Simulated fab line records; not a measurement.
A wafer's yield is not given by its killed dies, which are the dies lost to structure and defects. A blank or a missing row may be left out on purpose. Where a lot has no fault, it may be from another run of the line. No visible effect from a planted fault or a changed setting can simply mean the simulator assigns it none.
fab line records	flow sky130
[record] lots = 15	wafers = 45	last_day = 50
route steps=708 shown FIELD_ISO@1 RES_PROTECT@214 LDD_N@247 LI_CONTACT@384
lots untouched by any fault: they come from a run of this same line in which no faults occurred
start_h: the number of hours between the record's first day and the start of the first shown wafer of the lot	wait_h: hours from the lot's prior step to this one	" same as the row above	L1.1+2: a row that stands for several wafers	- no value, or no start given	* or withheld: withheld	< > ~ a bound
route shown NAME@n: a module of which the file shows steps, and the number in the route of the first	usual: mean and standard deviation over wafers with no fault	same: alike in all rows	chamber/n: place in a boat	sites: per-site readings	_std_site: standard deviation of those values	_edge_site: the outer-site mean with the inner-site mean subtracted	radius_mm: how far each site lies from the wafer's centre	mask NAME#n: copy n	behind: the tool/chamber that last shaped the wafer	hold: cause of the lot's hold/its duration in hours/its outcome	device: the n, p or np transistor that did not switch	end of line: the tests these same wafers got at the end of their route	a step given without rows: its recipe and nothing more	killed: count of dies lost to structure and defects at first sort (not the wafer's yield)	map: shows each die of a wafer: x if killed, . if not, _ if none is there
set.NAME: the setting that was run; set.NAME@STEP: the one run at that earlier step	model.NAME: the simulator's own value behind a step, which no gauge read
a sample of lots followed through the steps of the route, with each step as a table and each wafer as a row
services: a tool's chamber out of use, with start hour (start_h, from the record's first day; less than 0 if before it), hours out, and reason
[[steps]]
[step SKY_FIELD_ISO_BOW_MEAS_00]
[recipe] mode = bow
[usual] INCOMING_BOW = 0/6.4
lot.wafer	tool	chamber	start_h	wait_h	INCOMING_BOW[um]
L101.1	film_metro-04	-	10.00	-	1
L101.4	"	-	"	"	3
L101.5	"	-	"	"	8
L103.2	film_metro-02	-	20.02	-	5
L103.5	"	-	"	"	5
L103.6	"	-	"	"	2
L104.1	film_metro-04	-	25.00	-	2
L104.2	"	-	"	"	1
L104.3	"	-	"	"	2
L105.2	film_metro-03	-	30.02	-	2
L105.5	"	-	"	"	-11
L105.6	"	-	"	"	-5
L109.3	film_metro-03	-	50.04	-	0
L109.4	"	-	"	"	5
L109.5	"	-	"	"	4
L110.1	film_metro-03	-	55.00	-	1
L110.4	"	-	"	"	10
L110.6	"	-	"	"	-7
L112.3	film_metro-03	-	65.04	-	-6
L112.4	"	-	"	"	2
L112.6	"	-	"	"	-4
L113.1	film_metro-03	-	70.00	-	-1
L113.4	"	-	"	"	1
L113.6	"	-	"	"	-2
L114.1	film_metro-03	-	75.00	-	-3
L114.4	"	-	"	"	6
L114.5	"	-	"	"	-1
L115.2	film_metro-02	-	80.02	-	-11
L115.3	"	-	"	"	5
L115.5	"	-	"	"	-4
L116.1	film_metro-03	-	85.00	-	1
L116.2	"	-	"	"	3
L116.3	"	-	"	"	3
L117.1	film_metro-04	-	90.00	-	-16
L117.4	"	-	"	"	4
L117.5	"	-	"	"	-12
L121.1	film_metro-02	-	110.00	-	-6
L121.2	"	-	"	"	4
L121.3	"	-	"	"	-10
L123.2	film_metro-03	-	120.02	-	-6
L123.3	"	-	"	"	-6
L123.4	"	-	"	"	-7
L124.1	film_metro-04	-	125.00	-	-3
L124.3	"	-	"	"	11
L124.4	"	-	"	"	0
[step SKY_RES_PROTECT_STRIP_07]
[recipe] chemistry = O2/N2	power_w = 1400	pressure_mtorr = 1500	platen_temp_c = withheld	o2_flow_sccm = 3000	n2_flow_sccm = 300	overash_fraction = 0.5
[usual] drypump_motor_current_A = 5.4/0.54	oes_product_au = 0.516/0.0048	strip_time_to_endpoint_s = 23.43/0.042
lot.wafer	tool	chamber	start_h	wait_h	drypump_motor_current_A	oes_product_au	rf_hours_counter_h	strip_time_to_endpoint_s
L101.1	plasma_asher-03	1	337.55	0.1	4.6	0.518	22	23.40
L101.4	"	0	"	"	5.7	0.512	-	23.46
L101.5	"	0	"	"	5.7	0.517	-	23.42
L103.2	plasma_asher-03	0	357.91	0.1	5.8	0.513	24	23.37
L103.5	"	1	"	"	4.7	0.513	-	23.37
L103.6	"	0	"	"	5.8	0.514	-	23.39
L104.1	plasma_asher-02	1	365.81	0.1	5.8	0.513	71	23.41
L104.2	"	0	"	"	6.2	0.509	71	23.37
L104.3	"	1	"	"	5.8	0.515	-	23.36
L105.2	plasma_asher-01	1	376.21	0.1	5.5	0.511	69	23.42
L105.5	"	1	"	"	5.5	0.521	-	23.48
L105.6	"	0	"	"	5.0	0.517	-	23.48
L109.3	plasma_asher-02	1	409.64	0.1	5.8	0.509	-	23.42
L109.4	"	0	"	"	6.2	0.518	-	23.38
L109.5	"	1	"	"	5.8	0.516	-	23.41
L110.1	plasma_asher-03	1	421.81	0.1	4.6	0.519	31	23.52
L110.4	"	0	"	"	5.7	0.515	-	23.49
L110.6	"	1	"	"	4.7	0.510	-	23.50
L112.3	plasma_asher-03	0	438.20	0.1	5.7	0.512	-	23.43
L112.4	"	1	"	"	4.7	0.515	-	23.41
L112.6	"	1	"	"	4.6	0.520	-	23.45
L113.1	plasma_asher-03	0	444.96	0.1	5.7	0.508	33	23.48
L113.4	"	1	"	"	4.7	0.513	-	23.47
L113.6	"	0	"	"	5.7	0.517	-	23.49
L114.1	plasma_asher-03	1	452.06	0.1	4.7	0.510	34	23.42
L114.4	"	1	"	"	4.7	0.499	-	23.35
L114.5	"	0	"	"	5.7	0.517	-	23.36
L115.2	plasma_asher-03	1	461.45	0.1	4.7	0.511	35	23.40
L115.3	"	1	"	"	4.6	0.518	-	23.42
L115.5	"	0	"	"	5.7	0.523	-	23.43
L116.1	plasma_asher-01	0	469.21	0.1	4.9	0.511	4	23.48
L116.2	"	1	"	"	5.5	0.512	4	23.45
L116.3	"	1	"	"	5.5	0.515	-	23.43
L117.1	plasma_asher-01	1	481.19	0.1	5.5	0.518	5	23.41
L117.4	"	0	"	"	4.9	0.515	-	23.40
L117.5	"	1	"	"	5.5	0.509	-	23.42
L121.1	plasma_asher-02	0	514.91	0.1	6.2	0.511	85	23.40
L121.2	"	1	"	"	5.8	0.512	85	23.38
L121.3	"	1	"	"	5.8	0.514	-	23.43
L123.2	plasma_asher-01	1	529.69	0.1	5.5	0.513	10	23.46
L123.3	"	1	"	"	5.5	0.522	-	23.41
L123.4	"	0	"	"	5.0	0.507	-	23.42
L124.1	plasma_asher-01	1	532.76	0.1	5.5	0.513	10	23.38
L124.3	"	1	"	"	5.5	0.519	-	23.36
L124.4	"	0	"	"	4.9	0.513	-	23.39
[step SKY_LDD_N_IMPLANT_10]
[recipe] species = As	energy_kev = 20	dose_cm2 = 7.5e+13	tilt_deg = withheld	rotation_deg = 203
[usual] beam_energy_keV = 20.000/0.0059	beam_on_s = 10.03/0.21
lot.wafer	tool	chamber	start_h	wait_h	beam_energy_keV	beam_on_s
L101.1	implanter-01	0	397.64	0.1	20.000	10.09
L101.4	"	0	"	"	20.004	10.09
L101.5	"	0	"	"	20.000	9.84
L103.2	implanter-03	0	424.31	0.1	19.996	10.04
L103.5	"	0	"	"	19.984	9.83
L103.6	"	0	"	"	20.000	10.19
L104.1	implanter-01	0	429.90	0.1	20.002	10.16
L104.2	"	0	"	"	19.991	10.21
L104.3	"	0	"	"	20.003	9.67
L105.2	implanter-03	0	440.87	0.1	20.005	9.91
L105.5	"	0	"	"	19.999	10.17
L105.6	"	0	"	"	20.001	9.64
L109.3	implanter-03	0	476.45	0.1	19.998	10.24
L109.4	"	0	"	"	20.000	10.10
L109.5	"	0	"	"	19.998	9.95
L110.1	implanter-03	0	488.10	0.1	19.998	9.91
L110.4	"	0	"	"	19.990	10.01
L110.6	"	0	"	"	19.996	9.74
L112.3	implanter-01	0	503.30	0.1	19.994	9.96
L112.4	"	0	"	"	20.002	10.23
L112.6	"	0	"	"	19.994	10.01
L113.1	implanter-01	0	510.59	0.1	20.000	9.96
L113.4	"	0	"	"	20.004	9.85
L113.6	"	0	"	"	20.006	9.71
L114.1	implanter-04	-	518.24	0.1	-	-
L114.4	"	-	"	"	-	-
L114.5	"	-	"	"	-	-
L115.2	implanter-03	-	526.82	0.1	-	-
L115.3	"	-	"	"	-	-
L115.5	"	-	"	"	-	-
L116.1	implanter-04	-	532.95	0.1	-	-
L116.2	"	-	"	"	-	-
L116.3	"	-	"	"	-	-
L117.1	implanter-03	0	545.68	0.1	20.003	9.95
L117.4	"	0	"	"	20.009	9.76
L117.5	"	0	"	"	19.997	10.13
L121.1	implanter-04	0	577.50	0.1	20.013	10.35
L121.2	"	0	"	"	20.008	10.02
L121.3	"	0	"	"	19.993	10.08
L123.2	implanter-03	0	591.62	0.1	19.998	10.07
L123.3	"	0	"	"	19.994	9.86
L123.4	"	0	"	"	19.999	10.12
L124.1	implanter-03	0	596.03	0.1	20.011	10.15
L124.3	"	0	"	"	20.005	9.74
L124.4	"	0	"	"	19.997	10.22
[step SKY_LDD_N_STRIP_16]
[recipe] chemistry = O2/N2	power_w = 1400	pressure_mtorr = 1500	platen_temp_c = withheld	o2_flow_sccm = 3000	n2_flow_sccm = 300	overash_fraction = 0.5
[usual] drypump_motor_current_A = 5.7/0.46	oes_product_au = 0.406/0.0041	strip_time_to_endpoint_s = 4.305/0.014
lot.wafer	tool	chamber	start_h	wait_h	drypump_motor_current_A	oes_product_au	rf_hours_counter_h	strip_time_to_endpoint_s
L101.1	plasma_asher-01	1	398.54	0.1	5.5	0.408	71	4.311
L101.4	"	0	"	"	4.9	0.402	-	4.321
L101.5	"	1	"	"	5.5	0.404	-	4.304
L103.2	plasma_asher-02	0	425.19	0.1	6.2	0.407	75	4.316
L103.5	"	1	"	"	5.8	0.407	-	4.332
L103.6	"	0	"	"	6.2	0.402	-	4.326
L104.1	plasma_asher-01	0	430.80	0.1	5.0	0.403	0	4.297
L104.2	"	1	"	"	5.5	0.407	0	4.296
L104.3	"	0	"	"	5.0	0.403	-	4.296
L105.2	plasma_asher-04	1	441.75	0.1	5.5	0.411	58	4.311
L105.5	"	0	"	"	6.4	0.401	-	4.303
L105.6	"	1	"	"	5.4	0.407	-	4.323
L109.3	plasma_asher-02	1	477.33	0.1	5.8	0.402	-	4.297
L109.4	"	0	"	"	6.2	0.407	-	4.306
L109.5	"	0	"	"	6.2	0.401	-	4.287
L110.1	plasma_asher-01	1	489.00	0.1	5.5	0.408	5	4.313
L110.4	"	1	"	"	5.5	0.415	-	4.300
L110.6	"	1	"	"	5.5	0.405	-	4.307
L112.3	plasma_asher-02	1	504.18	0.1	5.8	0.402	-	4.291
L112.4	"	0	"	"	6.2	0.402	-	4.301
L112.6	"	0	"	"	6.2	0.406	-	4.285
L113.1	plasma_asher-02	0	511.49	0.1	6.2	0.402	84	4.297
L113.4	"	0	"	"	6.2	0.409	-	4.320
L113.6	"	0	"	"	6.2	0.403	-	4.319
L114.1	plasma_asher-04	1	519.14	0.1	5.4	0.401	66	4.133
L114.4	"	1	"	"	5.4	0.414	-	4.141
L114.5	"	1	"	"	5.4	0.403	-	4.139
L115.2	plasma_asher-01	0	527.70	0.1	5.0	0.412	10	4.113
L115.3	"	1	"	"	5.5	0.409	-	4.114
L115.5	"	0	"	"	4.9	0.407	-	4.121
L116.1	plasma_asher-04	1	533.85	0.1	5.4	0.415	67	4.110
L116.2	"	0	"	"	6.3	0.406	67	4.117
L116.3	"	0	"	"	6.3	0.401	-	4.128
L117.1	plasma_asher-02	0	546.58	0.1	6.2	0.414	88	4.312
L117.4	"	0	"	"	6.2	0.406	-	4.309
L117.5	"	1	"	"	5.8	0.405	-	4.303
L121.1	plasma_asher-02	1	578.40	0.1	5.8	0.409	91	4.299
L121.2	"	0	"	"	6.2	0.407	91	4.293
L121.3	"	1	"	"	5.8	0.408	-	4.304
L123.2	plasma_asher-02	1	592.50	0.1	5.8	0.403	93	4.321
L123.3	"	1	"	"	5.8	0.410	-	4.277
L123.4	"	0	"	"	6.2	0.410	-	4.299
L124.1	plasma_asher-02	0	596.93	0.1	6.2	0.405	93	4.327
L124.3	"	1	"	"	5.8	0.414	-	4.319
L124.4	"	0	"	"	6.2	0.408	-	4.317
[step SKY_LDD_N_TW_MEAS_17]
[usual] LDD_N_TW = 2598/27
lot.wafer	tool	chamber	start_h	wait_h	LDD_N_TW
L101.1	film_metro-04	-	398.64	0.1	2598
L101.4	"	-	"	"	2592
L101.5	"	-	"	"	2592
L103.2	film_metro-04	-	425.30	0.1	2590
L103.5	"	-	"	"	2587
L103.6	"	-	"	"	2593
L104.1	film_metro-04	-	430.90	0.1	2613
L104.2	"	-	"	"	2586
L104.3	"	-	"	"	2589
L105.2	film_metro-04	-	441.86	0.1	2604
L105.5	"	-	"	"	2601
L105.6	"	-	"	"	2611
L109.3	film_metro-02	-	477.42	0.1	2653
L109.4	"	-	"	"	2662
L109.5	"	-	"	"	2640
L110.1	film_metro-02	-	489.10	0.1	2640
L110.4	"	-	"	"	2645
L110.6	"	-	"	"	2644
L112.3	film_metro-03	-	504.27	0.1	2571
L112.4	"	-	"	"	2564
L112.6	"	-	"	"	2568
L113.1	film_metro-03	-	511.59	0.1	2596
L113.4	"	-	"	"	2565
L113.6	"	-	"	"	2574
L114.1	film_metro-04	-	519.24	0.1	2465
L114.4	"	-	"	"	2452
L114.5	"	-	"	"	2452
L115.2	film_metro-03	-	527.81	0.1	2429
L115.3	"	-	"	"	2433
L115.5	"	-	"	"	2452
L116.1	film_metro-04	-	533.95	0.1	2435
L116.2	"	-	"	"	2445
L116.3	"	-	"	"	2428
L117.1	film_metro-03	-	546.68	0.1	2574
L117.4	"	-	"	"	2561
L117.5	"	-	"	"	2572
L121.1	film_metro-02	-	578.50	0.1	2626
L121.2	"	-	"	"	2621
L121.3	"	-	"	"	2630
L123.2	film_metro-03	-	592.61	0.1	2590
L123.3	"	-	"	"	2598
L123.4	"	-	"	"	2584
L124.1	film_metro-04	-	597.03	0.1	2604
L124.3	"	-	"	"	2593
L124.4	"	-	"	"	2603
[step SKY_LI_CONTACT_RS_MEAS_22]
[recipe] thk_meas_gauge = four-point-probe	reads = W_of_LI_CONTACT_CVD_21+TiN_of_LI_CONTACT_SPUTTER_20+Ti_of_LI_CONTACT_SPUTTER_19
[usual] LI_CONTACT_W_RS = 0.2859/0.0026
lot.wafer	tool	chamber	start_h	wait_h	LI_CONTACT_W_RS[ohm/sq]
L101.1	film_metro-04	-	671.44	0.1	0.2884
L101.4	"	-	"	"	0.2894
L101.5	"	-	"	"	0.2893
L103.2	film_metro-02	-	695.20	0.1	0.2845
L103.5	"	-	"	"	0.2810
L103.6	"	-	"	"	0.2817
L104.1	film_metro-02	-	701.72	0.2	0.2836
L104.2	"	-	"	"	0.2849
L104.3	"	-	"	"	0.2841
L105.2	film_metro-02	-	710.82	0.1	0.2875
L105.5	"	-	"	"	0.2891
L105.6	"	-	"	"	0.2906
L109.3	film_metro-04	-	745.38	0.1	0.2806
L109.4	"	-	"	"	0.2823
L109.5	"	-	"	"	0.2809
L110.1	film_metro-01	-	752.86	0.1	0.2833
L110.4	"	-	"	"	0.2858
L110.6	"	-	"	"	0.2924
L112.3	film_metro-04	-	765.93	0.1	0.2904
L112.4	"	-	"	"	0.2889
L112.6	"	-	"	"	0.2900
L113.1	film_metro-01	-	773.34	0.1	0.2828
L113.4	"	-	"	"	0.2826
L113.6	"	-	"	"	0.2879
L117.1	film_metro-04	-	801.85	0.1	0.2877
L117.4	"	-	"	"	0.2858
L117.5	"	-	"	"	0.2877
L121.1	film_metro-02	-	830.34	0.1	0.2878
L121.2	"	-	"	"	0.2838
L121.3	"	-	"	"	0.2873
L123.2	film_metro-02	-	844.91	0.1	0.2826
L123.3	"	-	"	"	0.2868
L123.4	"	-	"	"	0.2833
L124.1	film_metro-02	-	846.44	0.1	0.2857
L124.3	"	-	"	"	0.2825
L124.4	"	-	"	"	0.2845
[[services]]
tool	chamber	start_h	hours	kind
plasma_asher-03	-	314.61	1.6	repair
implanter-03	-	316.90	5.0	repair
plasma_asher-04	-	348.73	13.9	repair
plasma_asher-02	-	367.86	12.4	repair
implanter-01	-	369.07	5.0	repair
implanter-03	-	369.17	1.3	repair
plasma_asher-04	-	407.49	2.8	pm
plasma_asher-01	-	421.25	9.0	pm
plasma_asher-01	0	421.25	9.0	vent_cycle
plasma_asher-01	1	421.25	9.0	vent_cycle
plasma_asher-01	0	430.25	-	clean
plasma_asher-01	1	430.25	-	clean
plasma_asher-03	-	463.79	1.7	repair
implanter-04	-	469.93	3.1	repair
plasma_asher-03	-	471.92	1.0	repair
implanter-03	-	478.02	2.3	pm
plasma_asher-04	-	490.14	3.5	repair
implanter-01	-	492.68	4.7	pm
plasma_asher-03	-	496.46	1.6	repair
implanter-03	-	511.60	5.5	repair
plasma_asher-01	-	518.74	0.4	repair
implanter-01	-	535.63	1.9	repair
[[key]]
[first_sign] step = SKY_LDD_N_IMPLANT_10	reading = tool_record	direction = missing
[effect] step = SKY_LDD_N_STRIP_16	reading = strip_time_to_endpoint_s	direction = down	sigmas = 13	usual = *	struck = *
[effect] step = SKY_LDD_N_TW_MEAS_17	reading = LDD_N_TW	direction = down	sigmas = 5.7	usual = 2598	struck = 2444
met_at SKY_LDD_N_IMPLANT_10
struck_lots L114,L115,L116
later_rows_left_out L114.1,L114.4,L114.5,L115.2,L115.3,L115.5,L116.1,L116.2,L116.3
sort_left_out L114.1,L114.4,L114.5,L115.2,L115.3,L115.5,L116.1,L116.2,L116.3
tester_left_out L114,L115,L116
not_acting_at SKY_FIELD_ISO_BOW_MEAS_00,SKY_RES_PROTECT_STRIP_07,SKY_LI_CONTACT_RS_MEAS_22
onset_between 488.10 518.24
[fault] kind = skipped_step_whole	tool = implanter-03,implanter-04	chamber = -	onset_h = 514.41	steps = SKY_LDD_N_IMPLANT_10	scope = struck_lots_only
// tester_left_out: of these lots the tester's yield and bins aren't shown, on N5 and GAA mostly nor the transistor test; their killed dies are dies lost to structure and defects alone, not to doping, threshold or leakage, so they don't give the yield
// sort_left_out: the simulated sort isn't trusted on such a fault, so these wafers' sort isn't shown, and their yield isn't known
// later_rows_left_out: the simulator's readings of these wafers behind a module that went badly wrong aren't trusted and aren't shown, but for the sort
